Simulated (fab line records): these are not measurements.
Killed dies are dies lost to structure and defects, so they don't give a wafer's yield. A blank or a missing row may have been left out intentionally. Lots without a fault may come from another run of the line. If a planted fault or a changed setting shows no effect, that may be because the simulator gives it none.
Split-lot trial    flow gf180mcu    23 wafers read from 5 lots, route of 602 steps

## THE SPLIT
At GF_V5_CVD_23 (deposits W, target thk 350 nm, time 104.9 s), the setting pressure_torr was moved away from the recipe's 40 Torr on 20 of the 23 wafers read, by -13.6% to -5.7%. For the rest of the wafers, this setting stayed at what the recipe calls for.

## FROM THE SPLIT ON TO THE READING: in between, the file shows 1 step
- GF_V5_RS_MEAS_24: measures by four-point-probe

## THE READING
V5_W_THK, in nm, at GF_V5_THK_MEAS_25 (measures by xrf). A value of 344 nm with a standard deviation of 4.3 nm is what fault-free wafers of this fab line usually give.

wafer   tool, chamber at the split  pressure_torr as run, Torr  against the recipe  V5_W_THK, nm  against lot-mates on the recipe
L074.1  cvd_w-02, 1                 35.86                       -10.4%              320           no lot-mate on the recipe
L074.2  cvd_w-02, 0                 35.86                       -10.4%              322           no lot-mate on the recipe
L074.3  cvd_w-02, 0                 35.86                       -10.4%              322           no lot-mate on the recipe
L074.5  cvd_w-02, 1                 35.86                       -10.4%              319           no lot-mate on the recipe
L074.6  cvd_w-02, 0                 35.86                       -10.4%              323           no lot-mate on the recipe
L076.1  cvd_w-01, 1                 40                          recipe              350           -
L076.3  cvd_w-01, 0                 40                          recipe              350           -
L076.6  cvd_w-01, 1                 40                          recipe              350           -
L080.1  cvd_w-02, 1                 34.56                       -13.6%              312           no lot-mate on the recipe
L080.2  cvd_w-02, 0                 34.56                       -13.6%              323           no lot-mate on the recipe
L080.3  cvd_w-02, 1,0               34.56                       -13.6%              317           no lot-mate on the recipe
L080.4  cvd_w-02, 1,0               34.56                       -13.6%              319           no lot-mate on the recipe
L080.5  cvd_w-02, 0                 34.56                       -13.6%              318           no lot-mate on the recipe
L082.1  cvd_w-01, 0                 37.72                       -5.7%               328           no lot-mate on the recipe
L082.2  cvd_w-01, 1                 37.72                       -5.7%               334           no lot-mate on the recipe
L082.3  cvd_w-01, 1                 37.72                       -5.7%               330           no lot-mate on the recipe
L082.4  cvd_w-01, 0                 37.72                       -5.7%               332           no lot-mate on the recipe
L082.6  cvd_w-01, 0                 37.72                       -5.7%               333           no lot-mate on the recipe
L083.1  cvd_w-02, 1                 36.26                       -9.4%               326           no lot-mate on the recipe
L083.3  cvd_w-02, 1                 36.26                       -9.4%               326           no lot-mate on the recipe
L083.4  cvd_w-02, 0                 36.26                       -9.4%               327           no lot-mate on the recipe
L083.5  cvd_w-02, 1                 36.26                       -9.4%               327           no lot-mate on the recipe
L083.6  cvd_w-02, 0                 36.26                       -9.4%               325           no lot-mate on the recipe
Rows listing several chambers each stand for several wafers; the file does not say which wafer went through which chamber.

FIT RESULTS
A straight line over all 23 wafers: V5_W_THK changes by +2.31 nm for each +1% of pressure_torr; r = +0.96; the points scatter about the line by 3.1 nm.
Too few moved wafers have a lot-mate on the recipe to fit a line with each lot's own level taken away.

## THE WHOLE CHAIN: every reading that the file lists as answering this split, in the file's order
step               what it does                                 reading                                                                 change (the file's fit)               r (the file's)
GF_V5_CVD_23       deposits W, target thk 350 nm, time 104.9 s  W_of_V5_CVD_23.thk_nm (the simulator's own value, which no gauge read)  +2.11 nm for each +1% of the setting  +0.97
GF_V5_RS_MEAS_24   measures by four-point-probe                 V5_W_RS                                                                 -0.00216 for each +1% of the setting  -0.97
GF_V5_THK_MEAS_25  measures by xrf                              V5_W_THK                                                                +2.31 for each +1% of the setting     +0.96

## THE FILE'S OWN FIT
V5_W_THK changes by +2.31 nm for each +1% of pressure_torr, r = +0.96.
